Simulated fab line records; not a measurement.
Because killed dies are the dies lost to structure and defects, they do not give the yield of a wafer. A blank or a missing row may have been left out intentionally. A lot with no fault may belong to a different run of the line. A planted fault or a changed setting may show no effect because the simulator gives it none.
Chamber matching	flow sky130	4 sister chambers for SKY_VIA4_CMP_02 on cmp-02
The step polishes SiO2. 16 wafers are shown with their chamber, then 8 later ones without.

== WAFERS WITH THEIR CHAMBER ==
wafer	chamber	motor-current-A (A)
L235.3	0	9.4
L235.5	0	9.7
L235.6	1	12.0
L237.1	0	9.6
L237.3	3	12.1
L237.5	3	12.3
L238.1	3	12.8
L238.2	2	13.4
L238.3	0	9.3
L242.2	1	12.3
L242.3	0	9.7
L242.4	3	12.5
L249.1	2	13.5
L249.5	1	12.6
L249.6	0	9.2
L251.3	2	13.4

SIGNATURES, as means of the wafers listed above
reading	chamber 0	chamber 1	chamber 2	chamber 3	scatter within a chamber
motor-current-A	9.483	12.300	13.433	12.425	0.238
Rule: a wafer's distance from a chamber is the root of the sum, over the readings, of the square of ((its reading less the chamber's mean) divided by the reading's scatter). If the next closest chamber is less than 2 further off than the closest, the wafer can't be placed; otherwise it belongs to the closest. The scatter: take each reading less its chamber's mean, square it, sum over the shown wafers, divide by the number of wafers less the number of chambers, and take the root.

== WAFERS WHOSE CHAMBER IS MISSING ==
wafer	motor-current-A (A)
L251.5	12.4
L251.6	9.1
L253.1	13.2
L253.3	12.6
L253.5	13.3
L254.2	12.6
L254.3	8.6
L254.5	8.9

== EACH ONE'S CHAMBER ==
wafer	from the rows above	in truth
L251.5	can't be placed: 3 or 1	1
L251.6	0	0
L253.1	2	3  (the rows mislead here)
L253.3	can't be placed: 3 or 1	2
L253.5	2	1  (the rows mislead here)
L254.2	can't be placed: 3 or 1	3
L254.3	0	0
L254.5	0	0
Placed correctly: 3 of 8. From these rows, 3 cannot be placed; in 2 the true chamber is one of the candidates. 2 placed wrongly.
